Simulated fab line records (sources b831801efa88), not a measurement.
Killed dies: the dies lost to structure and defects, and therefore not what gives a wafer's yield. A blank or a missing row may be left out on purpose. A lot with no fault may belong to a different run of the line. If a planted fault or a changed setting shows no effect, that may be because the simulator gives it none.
fab line records ; flow sky130
record: lots: 24; wafers: 72; lastDay: 50
route steps=708 shown VT_ADJUST_PCH@152 LDD_HVN@277 CAP2M@606 METAL5@662
lots that met no fault: from a run of the same line without faults
startH: hours from the record's first day to the start of the lot's first wafer shown ; waitH: hours elapsed since this lot's preceding step ; " repeats the value in the row above ; L1.1+2: several wafers, shown together as one row ; - either no value or no given start ; * or withheld: withheld ; < > ~ a bound
route shown NAME@n: NAME is a module with steps in the file, n the number in the route of the first one ; usual: mean/standard deviation of fault-free wafers ; same: alike in all rows ; chamber/n: place in a boat ; sites: readings site by site ; _std_site: the values' standard deviation ; _edge_site: the outer-site mean with the inner-site mean subtracted ; radiusMm: for every site, how far away it sits from the centre of the wafer ; mask NAME#n: copy n ; behind: the last tool/chamber to shape the wafer ; hold: reason for holding the lot/hours on hold/outcome of the hold ; device: names the non-switching transistor (n, p or np) ; end of line: at the end of the route, the tests of the same wafers ; a step without rows: its recipe alone ; killed: dies lost to structure and defects at the first sort, not the wafer's yield ; map: dies across one wafer; x = killed, . = not, _ = none there
set.NAME: setting as actually run; set.NAME@STEP: the setting as run at that earlier step ; model.NAME: the simulator's own value behind a step, which no gauge read
the route's steps for a sample of lots (tables are steps, rows are wafers)
services: the hour from which a tool's chamber was out of use, counted from the record's first day as startH (under 0 if before that day), plus the number of hours and why
== steps ==
step: SKY_VT_ADJUST_PCH_STRIP_09
recipe: chemistry: O2/N2; powerW: 1400; pressureMtorr: 1500; platenTempC: withheld; o2FlowSccm: 3000; n2FlowSccm: 300; overashFraction: 0.5
usual: drypumpMotorCurrentA: 5.6/0.46; o2FlowSccm: 3001/9.8; oesProductAu: 0.723/0.0044; stripTimeToEndpointS: 36.92/0.12
lot.wafer;tool;chamber;startH;waitH;drypumpMotorCurrentA;o2FlowSccm;oesProductAu;rfHoursCounterH;stripTimeToEndpointS
L074.1;plasmaAsher-04;1;191.69;0.1;5.1;2998;0.722;50;37.00
L074.4;plasmaAsher-04;0;191.69;0.1;6.3;2995;0.729;-;37.03
L074.6;plasmaAsher-04;0;191.69;0.1;6.3;2993;0.720;-;36.95
L075.2;plasmaAsher-04;0;224.86;0.1;6.3;3008;0.720;53;37.16
L075.3;plasmaAsher-04;0;224.86;0.1;6.3;3006;0.720;-;37.17
L075.4;plasmaAsher-04;1;224.86;0.1;5.0;2993;0.720;-;37.10
L076.2;plasmaAsher-03;0;229.76;0.1;5.8;3016;0.723;11;36.93
L076.3;plasmaAsher-03;1;229.76;0.1;5.3;2991;0.719;-;37.01
L076.6;plasmaAsher-03;0;229.76;0.1;5.8;3015;0.724;-;36.93
L077.1;plasmaAsher-01;1;247.71;0.1;5.9;3004;0.720;52;37.05
L077.4;plasmaAsher-01;1;247.71;0.1;5.9;2993;0.718;-;36.87
L077.5;plasmaAsher-01;1;247.71;0.1;5.9;2995;0.731;-;36.93
L078.2;plasmaAsher-04;1;248.71;0.1;5.1;3006;0.722;56;36.88
L078.3;plasmaAsher-04;1;248.71;0.1;5.1;3018;0.730;-;36.83
L078.6;plasmaAsher-04;0;248.71;0.1;6.3;2993;0.726;-;36.83
L079.1;plasmaAsher-04;0;268.66;0.1;6.3;2991;0.716;58;36.91
L079.5;plasmaAsher-04;1;268.66;0.1;5.0;3003;0.725;-;36.80
L079.6;plasmaAsher-04;0;268.66;0.1;6.3;3000;0.724;-;36.82
L080.1;plasmaAsher-03;1;279.24;0.1;5.3;2992;0.721;16;36.68
L080.3;plasmaAsher-03;0;279.24;0.1;5.7;2992;0.716;-;36.85
L080.4;plasmaAsher-03;1;279.24;0.1;5.3;3007;0.722;-;36.75
L081.2;plasmaAsher-04;1;287.69;0.1;5.1;3010;0.720;60;36.96
L081.5;plasmaAsher-04;1;287.69;0.1;5.1;3030;0.721;-;37.05
L081.6;plasmaAsher-04;0;287.69;0.1;6.3;3001;0.720;-;37.06
L082.2;plasmaAsher-04;1;294.00;0.1;5.1;2988;0.724;60;36.83
L082.5;plasmaAsher-04;0;294.00;0.1;6.3;3003;0.718;-;36.86
L082.6;plasmaAsher-04;1;294.00;0.1;5.1;2983;0.719;-;36.76
L083.1;plasmaAsher-01;0;304.69;0.1;5.4;2996;0.723;58;36.98
L083.5;plasmaAsher-01;0;304.69;0.1;5.4;3004;0.719;-;37.17
L083.6;plasmaAsher-01;1;304.69;0.1;5.9;2982;0.717;-;37.08
L084.1;plasmaAsher-03;1;312.29;0.1;5.3;2992;0.726;19;36.69
L084.3;plasmaAsher-03;1;312.29;0.1;5.3;3005;0.729;-;36.76
L084.5;plasmaAsher-03;1;312.29;0.1;5.3;3015;0.724;-;36.78
L085.1;plasmaAsher-01;1;316.20;0.1;5.9;3008;0.724;58;37.09
L085.4;plasmaAsher-01;0;316.20;0.1;5.4;3006;0.722;-;36.94
L085.6;plasmaAsher-01;0;316.20;0.1;5.4;3003;0.718;-;37.10
L086.1;plasmaAsher-03;1;325.80;0.1;5.4;3008;0.725;20;36.83
L086.3;plasmaAsher-03;1;325.80;0.1;5.4;2995;0.719;-;37.02
L086.5;plasmaAsher-03;0;325.80;0.1;5.7;2994;0.718;-;36.87
L087.2;plasmaAsher-04;1;333.20;0.1;5.1;3000;0.718;64;37.07
L087.3;plasmaAsher-04;0;333.20;0.1;6.3;3006;0.725;-;37.02
L087.6;plasmaAsher-04;0;333.20;0.1;6.3;2997;0.716;-;37.10
L088.1;plasmaAsher-03;1;338.30;0.1;5.3;3003;0.722;22;36.95
L088.3;plasmaAsher-03;1;338.30;0.1;5.3;3007;0.729;-;36.95
L088.5;plasmaAsher-03;0;338.30;0.1;5.8;3001;0.724;-;36.93
L089.3;plasmaAsher-01;1;347.84;0.1;5.9;2993;0.724;-;37.06
L089.4;plasmaAsher-01;0;347.84;0.1;5.4;3001;0.723;-;37.00
L089.6;plasmaAsher-01;1;347.84;0.1;5.9;2998;0.724;-;37.02
L090.1;plasmaAsher-04;0;356.30;0.1;6.3;2998;0.714;68;36.84
L090.3;plasmaAsher-04;1;356.30;0.1;5.1;3004;0.723;-;36.76
L090.6;plasmaAsher-04;0;356.30;0.1;6.3;2988;0.724;-;36.76
L091.2;plasmaAsher-04;0;369.29;0.1;6.3;3004;0.729;70;36.77
L091.3;plasmaAsher-04;1;369.29;0.1;5.1;3019;0.719;-;36.87
L091.4;plasmaAsher-04;0;369.29;0.1;6.3;3002;0.721;-;36.81
L092.2;plasmaAsher-04;1;376.01;0.1;5.1;2995;0.728;70;36.83
L092.3;plasmaAsher-04;0;376.01;0.1;6.3;2988;0.721;-;36.90
L092.5;plasmaAsher-04;0;376.01;0.1;6.3;2991;0.722;-;37.03
L093.1;plasmaAsher-01;0;382.60;0.1;5.4;3007;0.731;66;37.04
L093.3;plasmaAsher-01;0;382.60;0.1;5.4;3008;0.725;-;37.08
L093.6;plasmaAsher-01;0;382.60;0.1;5.4;2997;0.724;-;37.00
L094.1;plasmaAsher-01;1;396.00;0.1;5.8;3005;0.725;68;36.99
L094.4;plasmaAsher-01;1;396.00;0.1;5.9;2993;0.725;-;36.98
L094.6;plasmaAsher-01;1;396.00;0.1;5.9;3002;0.719;-;36.87
L096.1;plasmaAsher-04;1;415.01;0.1;5.1;2984;0.721;74;36.87
L096.5;plasmaAsher-04;0;415.01;0.1;6.3;3001;0.719;-;36.87
L096.6;plasmaAsher-04;1;415.01;0.1;5.1;2997;0.720;-;36.97
L095.2;plasmaAsher-01;0;416.41;0.1;5.4;3010;0.720;70;36.87
L095.3;plasmaAsher-01;0;416.41;0.1;5.4;3000;0.716;-;37.01
L095.6;plasmaAsher-01;0;416.41;0.1;5.4;3011;0.723;-;37.01
L097.1;plasmaAsher-03;1;426.20;0.1;5.3;3002;0.716;27;36.67
L097.4;plasmaAsher-03;1;426.20;0.1;5.3;2992;0.724;-;36.81
L097.6;plasmaAsher-03;1;426.20;0.1;5.3;3003;0.721;-;36.65
step: SKY_LDD_HVN_TW_MEAS_10
usual: LDD_HVN_TW: 1436/8.5
lot.wafer;tool;chamber;startH;waitH;LDD_HVN_TW
L074.1;filmMetro-03;-;422.29;0.1;1441
L074.4;filmMetro-03;-;422.29;0.1;1436
L074.6;filmMetro-03;-;422.29;0.1;1439
L075.2;filmMetro-02;-;463.95;0.1;1434
L075.3;filmMetro-02;-;463.95;0.1;1444
L075.4;filmMetro-02;-;463.95;0.1;1429
L076.2;filmMetro-03;-;484.91;0.1;1432
L076.3;filmMetro-03;-;484.91;0.1;1433
L076.6;filmMetro-03;-;484.91;0.1;1440
L077.1;filmMetro-03;-;508.49;0.1;1423
L077.4;filmMetro-03;-;508.49;0.1;1422
L077.5;filmMetro-03;-;508.49;0.1;1428
L078.2;filmMetro-02;-;509.40;0.1;1455
L078.3;filmMetro-02;-;509.40;0.1;1451
L078.6;filmMetro-02;-;509.40;0.1;1454
L079.1;filmMetro-03;-;518.24;0.1;1420
L079.5;filmMetro-03;-;518.24;0.1;1435
L079.6;filmMetro-03;-;518.24;0.1;1429
L080.1;filmMetro-03;-;528.39;0.1;1435
L080.3;filmMetro-03;-;528.39;0.1;1440
L080.4;filmMetro-03;-;528.39;0.1;1440
L081.2;filmMetro-03;-;543.16;0.1;1428
L081.5;filmMetro-03;-;543.16;0.1;1441
L081.6;filmMetro-03;-;543.16;0.1;1435
L082.2;filmMetro-03;-;556.37;0.1;1428
L082.5;filmMetro-03;-;556.37;0.1;1426
L082.6;filmMetro-03;-;556.37;0.1;1424
L083.1;filmMetro-03;-;564.61;0.1;1424
L083.5;filmMetro-03;-;564.61;0.1;1412
L083.6;filmMetro-03;-;564.61;0.1;1419
L084.1;filmMetro-02;-;569.00;0.1;1445
L084.3;filmMetro-02;-;569.00;0.1;1441
L084.5;filmMetro-02;-;569.00;0.1;1440
L085.1;filmMetro-03;-;576.79;0.1;1428
L085.4;filmMetro-03;-;576.79;0.1;1423
L085.6;filmMetro-03;-;576.79;0.1;1426
L087.2;filmMetro-04;-;629.06;0.1;1428
L087.3;filmMetro-04;-;629.06;0.1;1436
L087.6;filmMetro-04;-;629.06;0.1;1446
L090.1;filmMetro-02;-;629.54;0.1;1443
L090.3;filmMetro-02;-;629.54;0.1;1444
L090.6;filmMetro-02;-;629.54;0.1;1453
L089.3;filmMetro-02;-;629.86;0.1;1441
L089.4;filmMetro-02;-;629.86;0.1;1439
L089.6;filmMetro-02;-;629.86;0.1;1437
L086.1;filmMetro-02;-;630.56;0.1;1440
L086.3;filmMetro-02;-;630.56;0.1;1444
L086.5;filmMetro-02;-;630.56;0.1;1440
L088.1;filmMetro-02;-;631.76;0.1;1444
L088.3;filmMetro-02;-;631.76;0.1;1435
L088.5;filmMetro-02;-;631.76;0.1;1440
L091.2;filmMetro-04;-;632.66;0.1;1436
L091.3;filmMetro-04;-;632.66;0.1;1441
L091.4;filmMetro-04;-;632.66;0.1;1442
L092.2;filmMetro-04;-;634.21;0.1;1444
L092.3;filmMetro-04;-;634.21;0.1;1437
L092.5;filmMetro-04;-;634.21;0.1;1434
L093.1;filmMetro-02;-;639.91;0.1;1443
L093.3;filmMetro-02;-;639.91;0.1;1443
L093.6;filmMetro-02;-;639.91;0.1;1448
L094.1;filmMetro-02;-;656.20;0.1;1442
L094.4;filmMetro-02;-;656.20;0.1;1436
L094.6;filmMetro-02;-;656.20;0.1;1440
L095.2;filmMetro-03;-;677.12;0.1;1421
L095.3;filmMetro-03;-;677.12;0.1;1429
L095.6;filmMetro-03;-;677.12;0.1;1424
L096.1;filmMetro-04;-;678.29;0.1;1434
L096.5;filmMetro-04;-;678.29;0.1;1443
L096.6;filmMetro-04;-;678.29;0.1;1431
L097.1;filmMetro-04;-;683.19;0.1;1441
L097.4;filmMetro-04;-;683.19;0.1;1438
L097.6;filmMetro-04;-;683.19;0.1;1446
step: SKY_CAP2M_RS_MEAS_03
recipe: thkMeasGauge: four-point-probe; reads: TiN_of_CAP2M_SPUTTER_02
usual: CAP2M_TIN_RS: 6.95/0.067
lot.wafer;tool;chamber;startH;waitH;CAP2M_TIN_RS[ohm/sq]
L074.1;filmMetro-02;-;898.02;0.1;6.83
L074.4;filmMetro-02;-;898.02;0.1;6.79
L074.6;filmMetro-02;-;898.02;0.1;6.79
L075.2;filmMetro-02;-;926.17;0.1;6.86
L075.3;filmMetro-02;-;926.17;0.1;6.88
L075.4;filmMetro-02;-;926.17;0.1;6.87
L076.2;filmMetro-01;-;946.50;0.1;6.97
L076.3;filmMetro-01;-;946.50;0.1;6.96
L076.6;filmMetro-01;-;946.50;0.1;6.97
L077.1;filmMetro-02;-;965.27;0.1;6.99
L077.4;filmMetro-02;-;965.27;0.1;7.04
L077.5;filmMetro-02;-;965.27;0.1;7.03
L078.2;filmMetro-04;-;967.11;0.1;6.97
L078.3;filmMetro-04;-;967.11;0.1;6.93
L078.6;filmMetro-04;-;967.11;0.1;6.91
L079.1;filmMetro-01;-;971.68;0.1;6.89
L079.5;filmMetro-01;-;971.68;0.1;6.85
L079.6;filmMetro-01;-;971.68;0.1;6.96
L080.1;filmMetro-01;-;976.49;0.1;6.93
L080.3;filmMetro-01;-;976.49;0.1;6.89
L080.4;filmMetro-01;-;976.49;0.1;6.96
L081.2;filmMetro-04;-;992.30;0.1;6.87
L081.5;filmMetro-04;-;992.30;0.1;6.98
L081.6;filmMetro-04;-;992.30;0.1;7.02
L082.2;filmMetro-01;-;1003.34;0.1;6.97
L082.5;filmMetro-01;-;1003.34;0.1;6.98
L082.6;filmMetro-01;-;1003.34;0.1;7.02
L083.1;filmMetro-02;-;1007.79;0.1;6.90
L083.5;filmMetro-02;-;1007.79;0.1;6.92
L083.6;filmMetro-02;-;1007.79;0.1;6.96
L084.1;filmMetro-02;-;1014.23;0.1;7.07
L084.3;filmMetro-02;-;1014.23;0.1;7.02
L084.5;filmMetro-02;-;1014.23;0.1;7.03
L085.1;filmMetro-01;-;1018.11;0.1;7.07
L085.4;filmMetro-01;-;1018.11;0.1;7.08
L085.6;filmMetro-01;-;1018.11;0.1;7.00
L087.2;filmMetro-01;-;1056.30;0.1;7.07
L087.3;filmMetro-01;-;1056.30;0.1;7.04
L087.6;filmMetro-01;-;1056.30;0.1;7.04
L090.1;filmMetro-02;-;1056.98;0.1;6.96
L090.3;filmMetro-02;-;1056.98;0.1;6.96
L090.6;filmMetro-02;-;1056.98;0.1;6.97
L089.3;filmMetro-01;-;1058.42;0.1;6.99
L089.4;filmMetro-01;-;1058.42;0.1;6.96
L089.6;filmMetro-01;-;1058.42;0.1;6.99
L086.1;filmMetro-02;-;1060.08;0.1;6.89
L086.3;filmMetro-02;-;1060.08;0.1;6.87
L086.5;filmMetro-02;-;1060.08;0.1;6.96
L088.1;filmMetro-04;-;1060.86;0.1;6.93
L088.3;filmMetro-04;-;1060.86;0.1;6.94
L088.5;filmMetro-04;-;1060.86;0.1;6.86
L091.2;filmMetro-01;-;1062.85;0.1;6.98
L091.3;filmMetro-01;-;1062.85;0.1;6.99
L091.4;filmMetro-01;-;1062.85;0.1;7.02
L092.2;filmMetro-04;-;1063.57;0.1;6.83
L092.3;filmMetro-04;-;1063.57;0.1;6.80
L092.5;filmMetro-04;-;1063.57;0.1;6.81
L093.1;filmMetro-02;-;1064.18;0.1;6.81
L093.3;filmMetro-02;-;1064.18;0.1;6.85
L093.6;filmMetro-02;-;1064.18;0.1;6.84
L094.1;filmMetro-01;-;1076.83;0.1;6.99
L094.4;filmMetro-01;-;1076.83;0.1;7.00
L094.6;filmMetro-01;-;1076.83;0.1;7.00
L095.2;filmMetro-04;-;1092.21;0.1;6.95
L095.3;filmMetro-04;-;1092.21;0.1;6.98
L095.6;filmMetro-04;-;1092.21;0.1;6.97
L096.1;filmMetro-02;-;1094.57;0.1;6.97
L096.5;filmMetro-02;-;1094.57;0.1;6.95
L096.6;filmMetro-02;-;1094.57;0.1;6.89
L097.1;filmMetro-02;-;1098.71;0.1;7.00
L097.4;filmMetro-02;-;1098.71;0.1;7.00
L097.6;filmMetro-02;-;1098.71;0.1;7.03
step: SKY_CAP2M_THK_MEAS_04
recipe: thkMeasGauge: xrf; reads: TiN_of_CAP2M_SPUTTER_02
usual: CAP2M_TIN_THK: 198.4/2
lot.wafer;tool;chamber;startH;waitH;CAP2M_TIN_THK[nm]
L074.1;filmMetro-02;-;898.14;0.1;202.7
L074.4;filmMetro-02;-;898.14;0.1;204.7
L074.6;filmMetro-02;-;898.14;0.1;203.6
L075.2;filmMetro-02;-;926.28;0.1;200.9
L075.3;filmMetro-02;-;926.28;0.1;199.1
L075.4;filmMetro-02;-;926.28;0.1;199.9
L076.2;filmMetro-01;-;946.61;0.1;197.6
L076.3;filmMetro-01;-;946.61;0.1;197.5
L076.6;filmMetro-01;-;946.61;0.1;198.0
L077.1;filmMetro-02;-;965.39;0.1;198.4
L077.4;filmMetro-02;-;965.39;0.1;196.7
L077.5;filmMetro-02;-;965.39;0.1;196.2
L078.2;filmMetro-04;-;967.22;0.1;197.6
L078.3;filmMetro-04;-;967.22;0.1;198.1
L078.6;filmMetro-04;-;967.22;0.1;197.8
L079.1;filmMetro-01;-;971.80;0.1;199.2
L079.5;filmMetro-01;-;971.80;0.1;200.4
L079.6;filmMetro-01;-;971.80;0.1;198.2
L080.1;filmMetro-01;-;976.61;0.1;199.2
L080.3;filmMetro-01;-;976.61;0.1;198.9
L080.4;filmMetro-01;-;976.61;0.1;198.3
L081.2;filmMetro-04;-;992.41;0.1;201.6
L081.5;filmMetro-04;-;992.41;0.1;198.8
L081.6;filmMetro-04;-;992.41;0.1;197.2
L082.2;filmMetro-01;-;1003.45;0.1;199.4
L082.5;filmMetro-01;-;1003.45;0.1;198.8
L082.6;filmMetro-01;-;1003.45;0.1;198.7
L083.1;filmMetro-02;-;1007.91;0.1;199.9
L083.5;filmMetro-02;-;1007.91;0.1;200.5
L083.6;filmMetro-02;-;1007.91;0.1;198.2
L084.1;filmMetro-02;-;1014.35;0.1;194.6
L084.3;filmMetro-02;-;1014.35;0.1;196.8
L084.5;filmMetro-02;-;1014.35;0.1;195.9
L085.1;filmMetro-01;-;1018.23;0.1;194.7
L085.4;filmMetro-01;-;1018.23;0.1;195.0
L085.6;filmMetro-01;-;1018.23;0.1;195.6
L087.2;filmMetro-01;-;1056.41;0.1;194.2
L087.3;filmMetro-01;-;1056.41;0.1;195.7
L087.6;filmMetro-01;-;1056.41;0.1;195.1
L090.1;filmMetro-02;-;1057.10;0.1;197.7
L090.3;filmMetro-02;-;1057.10;0.1;198.8
L090.6;filmMetro-02;-;1057.10;0.1;196.6
L089.3;filmMetro-01;-;1058.52;0.1;197.0
L089.4;filmMetro-01;-;1058.52;0.1;198.6
L089.6;filmMetro-01;-;1058.52;0.1;197.4
L086.1;filmMetro-02;-;1060.20;0.1;199.4
L086.3;filmMetro-02;-;1060.20;0.1;200.5
L086.5;filmMetro-02;-;1060.20;0.1;197.8
L088.1;filmMetro-04;-;1060.98;0.1;198.6
L088.3;filmMetro-04;-;1060.98;0.1;198.9
L088.5;filmMetro-04;-;1060.98;0.1;199.9
L091.2;filmMetro-01;-;1062.96;0.1;197.0
L091.3;filmMetro-01;-;1062.96;0.1;196.8
L091.4;filmMetro-01;-;1062.96;0.1;195.2
L092.2;filmMetro-04;-;1063.68;0.1;201.6
L092.3;filmMetro-04;-;1063.68;0.1;202.5
L092.5;filmMetro-04;-;1063.68;0.1;201.2
L093.1;filmMetro-02;-;1064.30;0.1;201.5
L093.3;filmMetro-02;-;1064.30;0.1;200.7
L093.6;filmMetro-02;-;1064.30;0.1;200.2
L094.1;filmMetro-01;-;1076.95;0.1;195.9
L094.4;filmMetro-01;-;1076.95;0.1;197.3
L094.6;filmMetro-01;-;1076.95;0.1;195.6
L095.2;filmMetro-04;-;1092.32;0.1;199.7
L095.3;filmMetro-04;-;1092.32;0.1;197.8
L095.6;filmMetro-04;-;1092.32;0.1;197.5
L096.1;filmMetro-02;-;1094.69;0.1;197.7
L096.5;filmMetro-02;-;1094.69;0.1;199.3
L096.6;filmMetro-02;-;1094.69;0.1;200.4
L097.1;filmMetro-02;-;1098.83;0.1;197.3
L097.4;filmMetro-02;-;1098.83;0.1;197.7
L097.6;filmMetro-02;-;1098.83;0.1;196.5
step: SKY_METAL5_SPUTTER_01
recipe: material: TiN; targetThkNm: 20; powerW: 6500; timeS: 16.7; chamberPressurePa: 0.4
usual: throttleValvePct: 30.2/1.2
lot.wafer;tool;chamber;startH;waitH;throttleValvePct
L074.1;pvdSputter-04;-;976.99;0.0;31.0
L074.4;pvdSputter-04;-;976.99;0.0;29.7
L074.6;pvdSputter-04;-;976.99;0.0;29.9
L075.2;pvdSputter-01;-;1001.77;0.0;28.7
L075.3;pvdSputter-01;-;1001.77;0.0;32.8
L075.4;pvdSputter-01;-;1001.77;0.0;29.8
L076.2;pvdSputter-03;-;1021.93;0.0;30.8
L076.3;pvdSputter-03;-;1021.93;0.0;29.1
L076.6;pvdSputter-03;-;1021.93;0.0;30.9
L077.1;pvdSputter-01;-;1039.49;0.0;29.8
L077.4;pvdSputter-01;-;1039.49;0.0;30.5
L077.5;pvdSputter-01;-;1039.49;0.0;30.2
L078.2;pvdSputter-03;-;1040.16;0.0;29.1
L078.3;pvdSputter-03;-;1040.16;0.0;29.5
L078.6;pvdSputter-03;-;1040.16;0.0;30.8
L079.1;pvdSputter-01;-;1045.06;0.0;30.0
L079.5;pvdSputter-01;-;1045.06;0.0;29.8
L079.6;pvdSputter-01;-;1045.06;0.0;33.0
L080.1;pvdSputter-01;-;1049.37;0.0;28.6
L080.3;pvdSputter-01;-;1049.37;0.0;29.9
L080.4;pvdSputter-01;-;1049.37;0.0;32.8
L081.2;pvdSputter-04;-;1064.87;0.0;31.1
L081.5;pvdSputter-04;-;1064.87;0.0;29.4
L081.6;pvdSputter-04;-;1064.87;0.0;29.6
L082.2;pvdSputter-01;-;1074.97;0.0;32.8
L082.5;pvdSputter-01;-;1074.97;0.0;32.9
L082.6;pvdSputter-01;-;1074.97;0.0;28.7
L083.1;pvdSputter-03;-;1078.02;0.0;29.3
L083.5;pvdSputter-03;-;1078.02;0.0;30.6
L083.6;pvdSputter-03;-;1078.02;0.0;29.7
L084.1;pvdSputter-01;-;1084.03;0.0;30.3
L084.3;pvdSputter-01;-;1084.03;0.0;32.9
L084.5;pvdSputter-01;-;1084.03;0.0;32.6
L085.1;pvdSputter-04;-;1087.33;0.0;29.2
L085.4;pvdSputter-04;-;1087.33;0.0;29.7
L085.6;pvdSputter-04;-;1087.33;0.0;29.7
L087.2;pvdSputter-01;-;1121.18;0.0;28.8
L087.3;pvdSputter-01;-;1121.18;0.0;32.8
L087.6;pvdSputter-01;-;1121.18;0.0;29.8
L090.1;pvdSputter-01;-;1122.54;0.0;32.5
L090.3;pvdSputter-01;-;1122.54;0.0;30.1
L090.6;pvdSputter-01;-;1122.54;0.0;32.6
L089.3;pvdSputter-03;-;1123.91;0.0;31.1
L089.4;pvdSputter-03;-;1123.91;0.0;29.8
L089.6;pvdSputter-03;-;1123.91;0.0;31.0
L086.1;pvdSputter-04;-;1124.57;0.0;28.8
L086.3;pvdSputter-04;-;1124.57;0.0;29.8
L086.5;pvdSputter-04;-;1124.57;0.0;29.9
L088.1;pvdSputter-01;-;1125.47;0.0;30.0
L088.3;pvdSputter-01;-;1125.47;0.0;28.8
L088.5;pvdSputter-01;-;1125.47;0.0;29.8
L091.2;pvdSputter-04;-;1125.77;0.0;29.1
L091.3;pvdSputter-04;-;1125.77;0.0;30.9
L091.4;pvdSputter-04;-;1125.77;0.0;31.0
L092.2;pvdSputter-04;-;1126.52;0.0;29.8
L092.3;pvdSputter-04;-;1126.52;0.0;29.0
L092.5;pvdSputter-04;-;1126.52;0.0;29.0
L093.1;pvdSputter-03;-;1127.18;0.0;29.3
L093.3;pvdSputter-03;-;1127.18;0.0;30.8
L093.6;pvdSputter-03;-;1127.18;0.0;30.7
L094.1;pvdSputter-04;-;1138.57;0.0;29.3
L094.4;pvdSputter-04;-;1138.57;0.0;30.1
L094.6;pvdSputter-04;-;1138.57;0.0;29.1
L095.2;pvdSputter-04;-;1153.23;0.0;31.0
L095.3;pvdSputter-04;-;1153.23;0.0;29.6
L095.6;pvdSputter-04;-;1153.23;0.0;29.8
L096.1;pvdSputter-04;-;1154.71;0.0;30.0
L096.5;pvdSputter-04;-;1154.71;0.0;30.0
L096.6;pvdSputter-04;-;1154.71;0.0;31.0
L097.1;pvdSputter-04;-;1158.28;0.0;31.1
L097.4;pvdSputter-04;-;1158.28;0.0;29.2
L097.6;pvdSputter-04;-;1158.28;0.0;29.1
step: SKY_METAL5_RS_MEAS_05
recipe: thkMeasGauge: four-point-probe; reads: TiN_of_METAL5_SPUTTER_04+Ti_of_METAL5_SPUTTER_03+AlCu_of_METAL5_SPUTTER_02+TiN_of_METAL5_SPUTTER_01+Ti_of_METAL5_SPUTTER_00
usual: METAL5_ALCU_RS: 0.02689/0.00028
lot.wafer;tool;chamber;startH;waitH;METAL5_ALCU_RS[ohm/sq]
L074.1;filmMetro-02;-;977.13;0.0;0.0274
L074.4;filmMetro-02;-;977.13;0.0;0.02684
L074.6;filmMetro-02;-;977.13;0.0;0.02706
L075.2;filmMetro-02;-;1001.94;0.0;0.02681
L075.3;filmMetro-02;-;1001.94;0.0;0.02689
L075.4;filmMetro-02;-;1001.94;0.0;0.02688
L076.2;filmMetro-01;-;1022.09;0.0;0.02704
L076.3;filmMetro-01;-;1022.09;0.0;0.02697
L076.6;filmMetro-01;-;1022.09;0.0;0.02715
L077.1;filmMetro-02;-;1039.63;0.0;0.02671
L077.4;filmMetro-02;-;1039.63;0.0;0.02642
L077.5;filmMetro-02;-;1039.63;0.0;0.02644
L078.2;filmMetro-01;-;1040.33;0.0;0.02721
L078.3;filmMetro-01;-;1040.33;0.0;0.02707
L078.6;filmMetro-01;-;1040.33;0.0;0.02729
L079.1;filmMetro-02;-;1045.20;0.0;0.0268
L079.5;filmMetro-02;-;1045.20;0.0;0.02663
L079.6;filmMetro-02;-;1045.20;0.0;0.02689
L080.1;filmMetro-02;-;1049.52;0.0;0.02635
L080.3;filmMetro-02;-;1049.52;0.0;0.02619
L080.4;filmMetro-02;-;1049.52;0.0;0.02643
L081.2;filmMetro-02;-;1065.03;0.0;0.02708
L081.5;filmMetro-02;-;1065.03;0.0;0.02696
L081.6;filmMetro-02;-;1065.03;0.0;0.02681
L082.2;filmMetro-02;-;1075.13;0.0;0.02671
L082.5;filmMetro-02;-;1075.13;0.0;0.02669
L082.6;filmMetro-02;-;1075.13;0.0;0.02656
L083.1;filmMetro-01;-;1078.17;0.0;0.02662
L083.5;filmMetro-01;-;1078.17;0.0;0.02678
L083.6;filmMetro-01;-;1078.17;0.0;0.02679
L084.1;filmMetro-03;-;1084.18;0.0;0.02642
L084.3;filmMetro-03;-;1084.18;0.0;0.02656
L084.5;filmMetro-03;-;1084.18;0.0;0.02651
L085.1;filmMetro-01;-;1087.48;0.0;0.0271
L085.4;filmMetro-01;-;1087.48;0.0;0.02675
L085.6;filmMetro-01;-;1087.48;0.0;0.02693
L087.2;filmMetro-01;-;1121.34;0.0;0.0273
L087.3;filmMetro-01;-;1121.34;0.0;0.027
L087.6;filmMetro-01;-;1121.34;0.0;0.027
L090.1;filmMetro-01;-;1122.68;0.0;0.027
L090.3;filmMetro-01;-;1122.68;0.0;0.02661
L090.6;filmMetro-01;-;1122.68;0.0;0.0268
L089.3;filmMetro-01;-;1124.13;0.1;0.02706
L089.4;filmMetro-01;-;1124.13;0.1;0.0271
L089.6;filmMetro-01;-;1124.13;0.1;0.02724
L086.1;filmMetro-03;-;1124.71;0.0;0.02684
L086.3;filmMetro-03;-;1124.71;0.0;0.02737
L086.5;filmMetro-03;-;1124.71;0.0;0.02714
L088.1;filmMetro-01;-;1125.61;0.0;0.02669
L088.3;filmMetro-01;-;1125.61;0.0;0.02699
L088.5;filmMetro-01;-;1125.61;0.0;0.02679
L091.2;filmMetro-01;-;1125.94;0.0;0.02679
L091.3;filmMetro-01;-;1125.94;0.0;0.0272
L091.4;filmMetro-01;-;1125.94;0.0;0.02701
L092.2;filmMetro-01;-;1126.68;0.0;0.02717
L092.3;filmMetro-01;-;1126.68;0.0;0.02705
L092.5;filmMetro-01;-;1126.68;0.0;0.02698
L093.1;filmMetro-03;-;1127.33;0.0;0.02719
L093.3;filmMetro-03;-;1127.33;0.0;0.02723
L093.6;filmMetro-03;-;1127.33;0.0;0.02713
L094.1;filmMetro-02;-;1138.71;0.0;0.02662
L094.4;filmMetro-02;-;1138.71;0.0;0.02726
L094.6;filmMetro-02;-;1138.71;0.0;0.02674
L095.2;filmMetro-03;-;1153.39;0.0;0.02703
L095.3;filmMetro-03;-;1153.39;0.0;0.02664
L095.6;filmMetro-03;-;1153.39;0.0;0.02676
L096.1;filmMetro-02;-;1154.86;0.0;0.02725
L096.5;filmMetro-02;-;1154.86;0.0;0.02735
L096.6;filmMetro-02;-;1154.86;0.0;0.02728
L097.1;filmMetro-01;-;1158.42;0.0;0.02721
L097.4;filmMetro-01;-;1158.42;0.0;0.02684
L097.6;filmMetro-01;-;1158.42;0.0;0.02677
== services ==
tool;chamber;startH;hours;kind
plasmaAsher-04;-;279.86;3.0;repair
pvdSputter-01;-;281.04;2.7;repair
pvdSputter-04;-;295.94;1.2;repair
pvdSputter-04;-;406.38;0.6;repair
plasmaAsher-04;-;421.25;9.0;pm
pvdSputter-04;-;468.51;3.5;repair
plasmaAsher-04;-;473.47;1.1;repair
pvdSputter-01;-;518.81;2.6;repair
pvdSputter-01;-;542.63;0.9;repair
pvdSputter-04;-;580.02;4.1;repair
plasmaAsher-04;-;630.83;3.0;repair
plasmaAsher-04;-;634.47;2.8;pm
pvdSputter-04;-;637.20;2.9;repair
pvdSputter-04;-;732.44;9.8;repair
pvdSputter-04;-;758.12;4.4;repair
pvdSputter-04;-;762.76;1.7;repair
pvdSputter-01;-;808.68;3.4;repair
plasmaAsher-04;-;835.60;14.6;pm
plasmaAsher-04;-;916.72;0.7;repair
pvdSputter-04;-;945.82;4.4;repair
pvdSputter-04;-;962.53;1.0;repair
pvdSputter-04;-;1006.43;4.6;repair
pvdSputter-04;-;1058.58;2.6;repair
pvdSputter-04;-;1064.15;0.6;repair
== key ==
fault none
